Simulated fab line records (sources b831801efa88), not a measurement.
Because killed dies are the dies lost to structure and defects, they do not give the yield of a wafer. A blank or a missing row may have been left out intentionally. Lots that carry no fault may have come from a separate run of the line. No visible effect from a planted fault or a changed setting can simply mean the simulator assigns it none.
Which tool was responsible? / flow sfqLine / 7 lots with 21 wafers sampled at 3 steps, on a route of 325 steps

## WHAT THE GAUGES SHOWED, per wafer
SFQ_M0_OVL_MEAS_906.
lot=L715; measured=day 12 02:20; on=overlay-02; M0_OVL (nm)=-7 -5 -5
lot=L717; measured=day 12 16:53; on=overlay-02; M0_OVL (nm)=3 -7 -5
lot=L720; measured=day 13 14:17; on=overlay-01; M0_OVL (nm)=-12 -13 -6
lot=L724; measured=day 14 20:03; on=overlay-01; M0_OVL (nm)=-20 -20 -17
lot=L727; measured=day 16 05:39; on=overlay-02; M0_OVL (nm)=-6 -6 0
lot=L729; measured=day 17 03:22; on=overlay-02; M0_OVL (nm)=1 5 2
lot=L733; measured=day 19 01:13; on=overlay-02; M0_OVL (nm)=2 -4 3

## WHICH TOOL RAN EACH LOT (tool, then ch and the chambers of the sampled wafers, then the start)
lot=L715; SFQ_TRILAYER_INCOMING_OXIDATION_002=furnace-01 ch 0, day 1 15:07; SFQ_TRILAYER_L0_VIA_STRIP_STRIP_017=rieMetal-01 ch 0,1, day 7 19:09
lot=L717; SFQ_TRILAYER_INCOMING_OXIDATION_002=furnace-01 ch 0, day 2 01:07; SFQ_TRILAYER_L0_VIA_STRIP_STRIP_017=rieMetal-01 ch 0,1, day 8 09:45
lot=L720; SFQ_TRILAYER_INCOMING_OXIDATION_002=furnace-02 ch 0, day 2 16:07; SFQ_TRILAYER_L0_VIA_STRIP_STRIP_017=rieMetal-03 ch 0,1, day 9 13:03
lot=L724; SFQ_TRILAYER_INCOMING_OXIDATION_002=furnace-02 ch 0, day 3 12:07; SFQ_TRILAYER_L0_VIA_STRIP_STRIP_017=rieMetal-01 ch 0,1, day 10 15:27
lot=L727; SFQ_TRILAYER_INCOMING_OXIDATION_002=furnace-01 ch 0, day 4 03:07; SFQ_TRILAYER_L0_VIA_STRIP_STRIP_017=rieMetal-02 ch 0, day 11 12:43
lot=L729; SFQ_TRILAYER_INCOMING_OXIDATION_002=furnace-01, day 4 13:07; SFQ_TRILAYER_L0_VIA_STRIP_STRIP_017=rieMetal-01 ch 0,1, day 12 03:40
lot=L733; SFQ_TRILAYER_INCOMING_OXIDATION_002=furnace-01 ch 0, day 5 09:07; SFQ_TRILAYER_L0_VIA_STRIP_STRIP_017=rieMetal-01 ch 0, day 13 09:37
- SFQ_TRILAYER_INCOMING_OXIDATION_002: target thk 500 nm, ox time 4939 s.
- SFQ_TRILAYER_L0_VIA_STRIP_STRIP_017: strips in O2.

## THE ANSWER, worked out from the rows above alone
Rule: usual is defined by the lots themselves. Put in order of their means at a reading, lots are off if they are a third of the lots or fewer, leave a main group of 4 or more, and stand apart from it by a gap of 3 or more times the standard deviation of the main group's means; of several such gaps the widest counts. Not used: any main group whose means are identical at the precision the tables above print for the reading. Also off: a lot with no number at a reading for which 4 or more lots have one. All remaining lots with rows at the step are treated as sound.
No lot is off on any of the readings shown, so nothing can be concluded from this.

## WHAT THE SIMULATOR HAD PUT IN
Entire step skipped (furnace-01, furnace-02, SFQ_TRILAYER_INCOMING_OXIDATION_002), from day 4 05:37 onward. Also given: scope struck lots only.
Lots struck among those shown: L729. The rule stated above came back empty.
